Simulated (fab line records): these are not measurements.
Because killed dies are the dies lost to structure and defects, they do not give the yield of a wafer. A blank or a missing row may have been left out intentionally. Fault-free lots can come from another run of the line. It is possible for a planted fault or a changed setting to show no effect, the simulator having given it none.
What tool caused it? / flow gf180mcu / 21 wafers sampled from 7 lots at 1 step of a route of 602

## WHAT EACH GAUGE READ, for each wafer
GF_M5_OVL_MEAS_08.
lot=L829; measured=day 28 00:37; on=overlay-01; M5_OVL (nm)=5 4 1
lot=L831; measured=day 28 11:56; on=overlay-01; M5_OVL (nm)=5 8 10
lot=L833; measured=day 29 05:14; on=overlay-02; M5_OVL (nm)=1 -2 -1
lot=L841; measured=day 31 13:51; on=overlay-02; M5_OVL (nm)=6 5 3
lot=L843; measured=day 32 01:28; on=overlay-01; M5_OVL (nm)=1 -1 -4
lot=L845; measured=day 32 10:58; on=overlay-01; M5_OVL (nm)=10 4 1
lot=L847; measured=day 32 16:45; on=overlay-02; M5_OVL (nm)=-6 3 1

## EACH LOT AND THE TOOL THAT RAN IT (in order: tool; ch and the chambers of the sampled wafers; start)
No process step before these readings appears in the record.

## THE ANSWER, worked out from the rows above alone
Rule: what is usual is taken from the lots themselves. Put in order of their means at a reading, lots are off if they are a third of the lots or fewer, leave a main group of 4 or more, and stand apart from it by a gap of 3 or more times the standard deviation of the main group's means; of several such gaps the widest counts. The tables above print the reading to a certain number of digits; a main group whose means all agree to those digits is not used. Also off: a lot with no number at a reading for which 4 or more lots have one. Where the step has rows for the other lots, those lots are counted as sound.
None of the lots is off at any reading shown; this tells nothing.

## WHAT HAD BEEN PUT IN BY THE SIMULATOR
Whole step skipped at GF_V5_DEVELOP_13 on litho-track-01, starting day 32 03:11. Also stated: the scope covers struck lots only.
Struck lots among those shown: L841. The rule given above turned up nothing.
